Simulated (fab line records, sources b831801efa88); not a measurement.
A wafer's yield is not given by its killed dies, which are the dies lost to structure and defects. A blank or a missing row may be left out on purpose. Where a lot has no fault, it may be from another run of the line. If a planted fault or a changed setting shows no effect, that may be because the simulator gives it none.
Which tool did it? || flow gf180mcu || 11 lots, 33 wafers sampled, at 6 steps of a route of 602

WHAT EACH GAUGE READ, for each wafer
GF_V4_THK_MEAS_01. Usual: V4_CVD_00_THK 600 nm, standard deviation 8.4.
{"lot": "L698", "measured": "day 24 04:20", "on": "filmMetro-01", "V4_CVD_00_THK (nm)": "592 595 594", "flag": ""}
{"lot": "L700", "measured": "day 24 09:41", "on": "filmMetro-01", "V4_CVD_00_THK (nm)": "608 595 591", "flag": ""}
{"lot": "L701", "measured": "day 25 04:46", "on": "filmMetro-01", "V4_CVD_00_THK (nm)": "591 592 598", "flag": ""}
{"lot": "L703", "measured": "day 25 14:33", "on": "filmMetro-01", "V4_CVD_00_THK (nm)": "586 582 586", "flag": ""}
{"lot": "L702", "measured": "day 25 18:05", "on": "filmMetro-04", "V4_CVD_00_THK (nm)": "601 599 589", "flag": ""}
{"lot": "L706", "measured": "day 26 19:22", "on": "filmMetro-02", "V4_CVD_00_THK (nm)": "601 600 607", "flag": ""}
{"lot": "L707", "measured": "day 26 23:52", "on": "filmMetro-01", "V4_CVD_00_THK (nm)": "595 603 615", "flag": ""}
{"lot": "L709", "measured": "day 27 15:44", "on": "filmMetro-01", "V4_CVD_00_THK (nm)": "1197 1216 1216", "flag": "OFF"}
{"lot": "L710", "measured": "day 27 21:22", "on": "filmMetro-02", "V4_CVD_00_THK (nm)": "589 602 600", "flag": ""}
{"lot": "L711", "measured": "day 28 03:22", "on": "filmMetro-04", "V4_CVD_00_THK (nm)": "1199 1186 1199", "flag": "OFF"}
{"lot": "L714", "measured": "day 29 00:25", "on": "filmMetro-02", "V4_CVD_00_THK (nm)": "1219 1213 1202", "flag": "OFF"}

GF_V4_BOW_MEAS_05. Usual: V4_BOW 135 um, standard deviation 9.
{"lot": "L698", "measured": "day 24 04:50", "on": "filmMetro-01", "V4_BOW (um)": "152 138 150", "flag": ""}
{"lot": "L700", "measured": "day 24 10:12", "on": "filmMetro-04", "V4_BOW (um)": "129 124 129", "flag": ""}
{"lot": "L701", "measured": "day 25 05:16", "on": "filmMetro-04", "V4_BOW (um)": "142 150 141", "flag": ""}
{"lot": "L703", "measured": "day 25 15:02", "on": "filmMetro-02", "V4_BOW (um)": "155 146 141", "flag": ""}
{"lot": "L702", "measured": "day 25 18:36", "on": "filmMetro-01", "V4_BOW (um)": "134 131 134", "flag": ""}
{"lot": "L706", "measured": "day 26 19:51", "on": "filmMetro-04", "V4_BOW (um)": "130 138 121", "flag": ""}
{"lot": "L707", "measured": "day 27 00:22", "on": "filmMetro-02", "V4_BOW (um)": "123 137 135", "flag": ""}
{"lot": "L709", "measured": "day 27 16:13", "on": "filmMetro-04", "V4_BOW (um)": "164 173 173", "flag": "OFF"}
{"lot": "L710", "measured": "day 27 21:50", "on": "filmMetro-04", "V4_BOW (um)": "130 149 130", "flag": ""}
{"lot": "L711", "measured": "day 28 03:58", "on": "filmMetro-04", "V4_BOW (um)": "162 150 154", "flag": ""}
{"lot": "L714", "measured": "day 29 00:58", "on": "filmMetro-02", "V4_BOW (um)": "151 158 157", "flag": ""}

TOOL THAT RAN EACH LOT (tool first, then ch and the chambers of the sampled wafers, then the start)
{"lot": "L698", "GF_M3_STRIP_17": "plasmaAsher-04 ch 0,1, day 22 02:02", "GF_V3_ETCH_17": "rieDiel-01 ch 1,2,3, day 23 04:35 or earlier", "GF_M4_SPUTTER_00": "pvdSputter-02, day 23 04:35", "GF_V4_CVD_00": "hdpcvd-02 ch 0,1, day 24 04:16"}
{"lot": "L700", "GF_M3_STRIP_17": "plasmaAsher-02 ch 0,1, day 22 08:01", "GF_V3_ETCH_17": "rieDiel-01 ch 2,3, day 23 10:02 or earlier", "GF_M4_SPUTTER_00": "pvdSputter-01, day 23 10:02", "GF_V4_CVD_00": "hdpcvd-02 ch 0,1,2, day 24 09:36"}
{"lot": "L701", "GF_M3_STRIP_17": "plasmaAsher-02 ch 0,1, day 23 04:08", "GF_V3_ETCH_17": "rieDiel-01 ch 0,3, day 24 05:08 or earlier", "GF_M4_SPUTTER_00": "pvdSputter-01, day 24 05:08", "GF_V4_CVD_00": "hdpcvd-02 ch 1,2, day 25 04:42"}
{"lot": "L703", "GF_M3_STRIP_17": "plasmaAsher-03 ch 0,1, day 23 14:47", "GF_V3_ETCH_17": "rieDiel-04 ch 0,1,2, day 24 15:24 or earlier", "GF_M4_SPUTTER_00": "pvdSputter-03, day 24 15:24", "GF_V4_CVD_00": "hdpcvd-02 ch 0,1,2, day 25 14:28"}
{"lot": "L702", "GF_M3_STRIP_17": "plasmaAsher-03 ch 0,1, day 23 18:31", "GF_V3_ETCH_17": "rieDiel-03 ch 1,3, day 24 19:07 or earlier", "GF_M4_SPUTTER_00": "pvdSputter-01, day 24 19:07", "GF_V4_CVD_00": "hdpcvd-02 ch 0,1, day 25 18:00"}
{"lot": "L706", "GF_M3_STRIP_17": "plasmaAsher-04 ch 0,1, day 24 21:07", "GF_V3_ETCH_17": "rieDiel-03 ch 0,1,2, day 25 21:02 or earlier", "GF_M4_SPUTTER_00": "pvdSputter-01, day 25 21:02", "GF_V4_CVD_00": "hdpcvd-02 ch 0,1, day 26 19:17"}
{"lot": "L707", "GF_M3_STRIP_17": "plasmaAsher-04 ch 1, day 25 01:35", "GF_V3_ETCH_17": "rieDiel-03 ch 1,2,3, day 26 01:21 or earlier", "GF_M4_SPUTTER_00": "pvdSputter-03, day 26 01:21", "GF_V4_CVD_00": "hdpcvd-02 ch 0,2, day 26 23:48"}
{"lot": "L709", "GF_M3_STRIP_17": "plasmaAsher-04 ch 0, day 25 18:28", "GF_V3_ETCH_17": "rieDiel-01 ch 0,1, day 26 17:49 or earlier", "GF_M4_SPUTTER_00": "pvdSputter-01, day 26 17:49", "GF_V4_CVD_00": "hdpcvd-01 ch 1,2, day 27 15:25"}
{"lot": "L710", "GF_M3_STRIP_17": "plasmaAsher-03 ch 0,1, day 26 00:28", "GF_V3_ETCH_17": "rieDiel-03 ch 0,1,3, day 26 23:28 or earlier", "GF_M4_SPUTTER_00": "pvdSputter-01, day 26 23:28", "GF_V4_CVD_00": "hdpcvd-02 ch 0,1,2, day 27 21:17"}
{"lot": "L711", "GF_M3_STRIP_17": "plasmaAsher-03 ch 0,1, day 26 07:56", "GF_V3_ETCH_17": "rieDiel-03 ch 0,1,3, day 27 06:40 or earlier", "GF_M4_SPUTTER_00": "pvdSputter-02, day 27 06:40", "GF_V4_CVD_00": "hdpcvd-02 ch 0,1,2, day 28 02:57"}
{"lot": "L714", "GF_M3_STRIP_17": "plasmaAsher-04 ch 0, day 27 04:52", "GF_V3_ETCH_17": "rieDiel-03 ch 0,2, day 28 03:18 or earlier", "GF_M4_SPUTTER_00": "pvdSputter-03, day 28 03:18", "GF_V4_CVD_00": "hdpcvd-01 ch 0,1, day 29 00:06"}
- GF_M3_STRIP_17: strips in O2/N2.
- GF_V3_ETCH_17: etches SiO2 in C4F8/O2/Ar, stops on TiN, target depth 635 nm.
- GF_M4_SPUTTER_00: material Ti, target thk 37.5 nm, time 150 s.
- GF_V4_CVD_00: deposits SiO2, target thk 600 nm, time 100 s.

AS READ BY THE TOOLS THEMSELVES (means over the sampled wafers that have a number; for cases with no such wafer, the mark the record gives instead)
GF_M3_STRIP_17. Usual: drypumpMotorCurrentA 5.74 A, standard deviation 0.23; heaterPowerW 333 W, standard deviation 16; oesProductAu 0.538 a.u., standard deviation 0.006; stripTimeToEndpointS 7.39 s, standard deviation 0.082.
{"lot": "L698", "tool": "plasmaAsher-04", "drypumpMotorCurrentA (A)": 5.77, "heaterPowerW (W)": 326, "oesProductAu (a.u.)": 0.534, "stripTimeToEndpointS (s)": 7.35, "flag": ""}
{"lot": "L700", "tool": "plasmaAsher-02", "drypumpMotorCurrentA (A)": 5.36, "heaterPowerW (W)": 319, "oesProductAu (a.u.)": 0.535, "stripTimeToEndpointS (s)": 7.45, "flag": ""}
{"lot": "L701", "tool": "plasmaAsher-02", "drypumpMotorCurrentA (A)": 5.48, "heaterPowerW (W)": 331, "oesProductAu (a.u.)": 0.540, "stripTimeToEndpointS (s)": 7.37, "flag": ""}
{"lot": "L703", "tool": "plasmaAsher-03", "drypumpMotorCurrentA (A)": 5.89, "heaterPowerW (W)": 356, "oesProductAu (a.u.)": 0.541, "stripTimeToEndpointS (s)": 7.35, "flag": ""}
{"lot": "L702", "tool": "plasmaAsher-03", "drypumpMotorCurrentA (A)": 5.88, "heaterPowerW (W)": 360, "oesProductAu (a.u.)": 0.539, "stripTimeToEndpointS (s)": 7.46, "flag": ""}
{"lot": "L706", "tool": "plasmaAsher-04", "drypumpMotorCurrentA (A)": 5.74, "heaterPowerW (W)": 326, "oesProductAu (a.u.)": 0.538, "stripTimeToEndpointS (s)": 7.31, "flag": ""}
{"lot": "L707", "tool": "plasmaAsher-04", "drypumpMotorCurrentA (A)": 5.64, "heaterPowerW (W)": 332, "oesProductAu (a.u.)": 0.541, "stripTimeToEndpointS (s)": 7.35, "flag": ""}
{"lot": "L709", "tool": "plasmaAsher-04", "drypumpMotorCurrentA (A)": 5.93, "heaterPowerW (W)": 329, "oesProductAu (a.u.)": 0.530, "stripTimeToEndpointS (s)": 7.25, "flag": ""}
{"lot": "L710", "tool": "plasmaAsher-03", "drypumpMotorCurrentA (A)": 5.90, "heaterPowerW (W)": 348, "oesProductAu (a.u.)": 0.537, "stripTimeToEndpointS (s)": 7.47, "flag": ""}
{"lot": "L711", "tool": "plasmaAsher-03", "drypumpMotorCurrentA (A)": 5.88, "heaterPowerW (W)": 346, "oesProductAu (a.u.)": 0.540, "stripTimeToEndpointS (s)": 7.39, "flag": ""}
{"lot": "L714", "tool": "plasmaAsher-04", "drypumpMotorCurrentA (A)": 5.96, "heaterPowerW (W)": 330, "oesProductAu (a.u.)": 0.544, "stripTimeToEndpointS (s)": 7.46, "flag": ""}

GF_V3_ETCH_17. Usual: oesProductAu at 0.856 a.u., with a standard deviation of 0.0046.
{"lot": "L698", "tool": "rieDiel-01", "oesProductAu (a.u.)": 0.854, "flag": ""}
{"lot": "L700", "tool": "rieDiel-01", "oesProductAu (a.u.)": 0.859, "flag": ""}
{"lot": "L701", "tool": "rieDiel-01", "oesProductAu (a.u.)": 0.861, "flag": ""}
{"lot": "L703", "tool": "rieDiel-04", "oesProductAu (a.u.)": 0.858, "flag": ""}
{"lot": "L702", "tool": "rieDiel-03", "oesProductAu (a.u.)": 0.856, "flag": ""}
{"lot": "L706", "tool": "rieDiel-03", "oesProductAu (a.u.)": 0.856, "flag": ""}
{"lot": "L707", "tool": "rieDiel-03", "oesProductAu (a.u.)": 0.854, "flag": ""}
{"lot": "L709", "tool": "rieDiel-01", "oesProductAu (a.u.)": 0.852, "flag": ""}
{"lot": "L710", "tool": "rieDiel-03", "oesProductAu (a.u.)": 0.856, "flag": ""}
{"lot": "L711", "tool": "rieDiel-03", "oesProductAu (a.u.)": 0.858, "flag": ""}
{"lot": "L714", "tool": "rieDiel-03", "oesProductAu (a.u.)": 0.862, "flag": ""}

GF_M4_SPUTTER_00. Usual: substrateTempC 200.01 C, standard deviation 0.14; throttleValvePct 29.7 %, standard deviation 0.84.
{"lot": "L698", "tool": "pvdSputter-02", "substrateTempC (C)": 200.13, "throttleValvePct (%)": 30.8, "flag": ""}
{"lot": "L700", "tool": "pvdSputter-01", "substrateTempC (C)": 200.05, "throttleValvePct (%)": 29.3, "flag": ""}
{"lot": "L701", "tool": "pvdSputter-01", "substrateTempC (C)": 200.04, "throttleValvePct (%)": 29.0, "flag": ""}
{"lot": "L703", "tool": "pvdSputter-03", "substrateTempC (C)": 200.03, "throttleValvePct (%)": 30.4, "flag": ""}
{"lot": "L702", "tool": "pvdSputter-01", "substrateTempC (C)": 199.88, "throttleValvePct (%)": 29.2, "flag": ""}
{"lot": "L706", "tool": "pvdSputter-01", "substrateTempC (C)": 200.10, "throttleValvePct (%)": 29.1, "flag": ""}
{"lot": "L707", "tool": "pvdSputter-03", "substrateTempC (C)": 200.00, "throttleValvePct (%)": 30.1, "flag": ""}
{"lot": "L709", "tool": "pvdSputter-01", "substrateTempC (C)": 199.87, "throttleValvePct (%)": 29.3, "flag": ""}
{"lot": "L710", "tool": "pvdSputter-01", "substrateTempC (C)": 199.94, "throttleValvePct (%)": 29.4, "flag": ""}
{"lot": "L711", "tool": "pvdSputter-02", "substrateTempC (C)": 199.94, "throttleValvePct (%)": 30.0, "flag": ""}
{"lot": "L714", "tool": "pvdSputter-03", "substrateTempC (C)": 200.05, "throttleValvePct (%)": 30.2, "flag": ""}

THE ANSWER, worked out from the rows above alone
Rule: take the mean of a lot's wafers that have a number; if it is more than 3 standard deviations from the usual mean, the lot is off. Also off: a lot with no number at a reading for which 4 or more lots have one. All remaining lots with rows at the step are treated as sound. Order of review: gauges by route order, followed by the tools' own readings, for which a lot's mean as printed above is used. The first step at which some lot is off is used, and at that step the reading that is off furthest; a lot without a number counts as furthest.
Off: L709, L711, L714, at GF_V4_THK_MEAS_01 (V4_CVD_00_THK).
A tool fits if, at a process step before that reading, it ran every lot that is off, and no sound lot after the first of them. The gauges at GF_V4_THK_MEAS_01 are tried like those tools. Because GF_V3_ETCH_17 lacks a start for some lots, the hours and order of its lots are taken from GF_M4_SPUTTER_00. Not one of the candidates tried fits.

WHAT THE SIMULATOR HAD PUT IN
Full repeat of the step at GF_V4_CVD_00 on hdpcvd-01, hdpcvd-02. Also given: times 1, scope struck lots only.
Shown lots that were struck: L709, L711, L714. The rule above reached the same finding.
